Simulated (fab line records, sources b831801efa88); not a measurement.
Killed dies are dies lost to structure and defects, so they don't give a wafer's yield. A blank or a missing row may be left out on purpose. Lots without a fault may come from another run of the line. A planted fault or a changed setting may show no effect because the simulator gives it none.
Which tool did it? | flow sky130 | 11 lots, 33 wafers sampled, at 3 steps of a route of 708

WHAT THE GAUGES READ, wafer by wafer
SKY_LDD_HVP_TW_MEAS_10. Usual: LDD_HVP_TW 457.2, standard deviation 2.9.
lot  | measured     | on            | LDD_HVP_TW        | flag
L102 | day 21 23:25 | film_metro-04 | 457.6 457.2 457.3 |
L103 | day 22 05:08 | film_metro-01 | 461.7 461.7 461.0 |
L104 | day 22 20:11 | film_metro-01 | 460.2 460.7 461.2 |
L105 | day 23 03:16 | film_metro-02 | 458.2 454.4 458.2 |
L106 | day 23 14:00 | film_metro-01 | 464.5 462.1 463.0 |
L108 | day 24 09:28 | film_metro-02 | 456.3 458.2 457.3 |
L112 | day 25 19:56 | film_metro-02 | 442.6 444.5 441.4 | OFF
L116 | day 26 19:47 | film_metro-04 | 444.4 443.3 446.1 | OFF
L119 | day 28 03:59 | film_metro-02 | 457.4 456.1 455.1 |
L121 | day 28 17:49 | film_metro-04 | 450.7 451.7 456.0 |
L124 | day 30 01:41 | film_metro-04 | 453.9 450.0 451.9 |

WHICH TOOL RAN EACH LOT (tool, then ch and the chambers of the sampled wafers, then the start)
lot  | SKY_FIELD_ISO_ETCH_17           | SKY_LDD_HVP_IMPLANT_08
L102 | rie_si-01 ch 0,2,3, day 2 12:19 | implanter-03 ch 0, day 21 23:11
L103 | rie_si-02 ch 0,1,2, day 2 14:52 | implanter-04 ch 0, day 22 04:56
L104 | rie_si-01 ch 0,1,2, day 2 22:24 | implanter-04 ch 0, day 22 19:58
L105 | rie_si-01 ch 2,3, day 3 01:41   | implanter-03 ch 0, day 23 03:03
L106 | rie_si-01 ch 0,1,2, day 3 06:57 | implanter-01 ch 0, day 23 13:45
L108 | rie_si-01 ch 1,2,3, day 3 17:43 | implanter-01 ch 0, day 24 09:13
L112 | rie_si-01 ch 0,2,3, day 4 14:13 | implanter-04 ch 0, day 25 19:42
L116 | rie_si-01 ch 1,2,3, day 5 09:35 | implanter-04 ch 0, day 26 19:33
L119 | rie_si-02 ch 0,3, day 6 03:48   | implanter-01 ch 0, day 28 03:44
L121 | rie_si-02 ch 1,2,3, day 6 13:11 | implanter-03 ch 0, day 28 17:36
L124 | rie_si-02 ch 0,1,2, day 7 03:59 | implanter-03 ch 0, day 30 01:27
- SKY_FIELD_ISO_ETCH_17: etches Si in HBr/Cl2/O2, target depth 342 nm, time 97.7 s.
- SKY_LDD_HVP_IMPLANT_08

WHAT THE TOOLS THEMSELVES READ (means of the sampled wafers that have a number; where no wafer has one, the mark that the record gives instead)
SKY_FIELD_ISO_ETCH_17. Usual: drypump_motor_current_A 5.7 A, standard deviation 0.47; oes_product_au 1.000 a.u., standard deviation 0.0094; rf_fwd_power_W 596.7 W, standard deviation 2.1; throttle_valve_pct 25.657 %, standard deviation 0.011.
lot  | tool      | drypump_motor_current_A (A) | oes_product_au (a.u.) | rf_fwd_power_W (W) | throttle_valve_pct (%) | flag
L102 | rie_si-01 | 5.6                         | 1.002                 | 598.1              | 25.666                 |
L103 | rie_si-02 | 5.7                         | 1.005                 | 597.5              | 25.647                 |
L104 | rie_si-01 | 6.0                         | 0.996                 | 597.0              | 25.665                 |
L105 | rie_si-01 | 5.2                         | 1.011                 | 596.2              | 25.655                 |
L106 | rie_si-01 | 6.0                         | 0.989                 | 596.7              | 25.656                 |
L108 | rie_si-01 | 5.7                         | 1.001                 | 597.0              | 25.653                 |
L112 | rie_si-01 | 5.6                         | 1.001                 | 599.5              | 25.658                 |
L116 | rie_si-01 | 5.7                         | 1.002                 | 596.6              | 25.648                 |
L119 | rie_si-02 | 5.4                         | 0.991                 | 597.9              | 25.662                 |
L121 | rie_si-02 | 5.6                         | 0.991                 | 595.4              | 25.674                 |
L124 | rie_si-02 | 5.8                         | 1.008                 | 596.5              | 25.664                 |

SKY_LDD_HVP_IMPLANT_08. Usual: beam_energy_keV 19.999, standard deviation 0.0057; faraday_current_uA 95.9, standard deviation 2.1.
lot  | tool         | beam_energy_keV | faraday_current_uA | flag
L102 | implanter-03 | 19.991          | 94.3               |
L103 | implanter-04 | 20.008          | 94.8               |
L104 | implanter-04 | 19.996          | 96.5               |
L105 | implanter-03 | 19.995          | 95.6               |
L106 | implanter-01 | 19.994          | 95.6               |
L108 | implanter-01 | 19.998          | 95.2               |
L112 | implanter-04 | 17.375          | 95.0               | OFF
L116 | implanter-04 | 17.374          | 96.6               | OFF
L119 | implanter-01 | 20.002          | 97.4               |
L121 | implanter-03 | 19.996          | 98.4               |
L124 | implanter-03 | 19.995          | 93.6               |

THE ANSWER, worked out from the rows above alone
Rule: a lot is off if the mean of its wafers that have a number lies more than 3 standard deviations from the usual mean. A lot without any number at a reading at which 4 lots or more have one is off too. The other lots that the step has rows for count as sound. The gauges are gone through in route order, then the tools' own readings, and for those a lot's mean is taken as printed above. The first step at which some lot is off is used, and at that step the reading that is off furthest; a lot without a number counts as furthest.
Off: L112, L116, at SKY_LDD_HVP_TW_MEAS_10 (LDD_HVP_TW).
A tool fits if, at a process step before that reading, it ran every lot that is off, and no sound lot after the first of them. The gauges at SKY_LDD_HVP_TW_MEAS_10 aren't tried: what is off there is off at SKY_LDD_HVP_IMPLANT_08 too, on other tools, and a gauge's error can't cause that. Can't be told from this: 2 tools fit, rie_si-01 at SKY_FIELD_ISO_ETCH_17, implanter-04 at SKY_LDD_HVP_IMPLANT_08.

WHAT THE SIMULATOR HAD PUT IN
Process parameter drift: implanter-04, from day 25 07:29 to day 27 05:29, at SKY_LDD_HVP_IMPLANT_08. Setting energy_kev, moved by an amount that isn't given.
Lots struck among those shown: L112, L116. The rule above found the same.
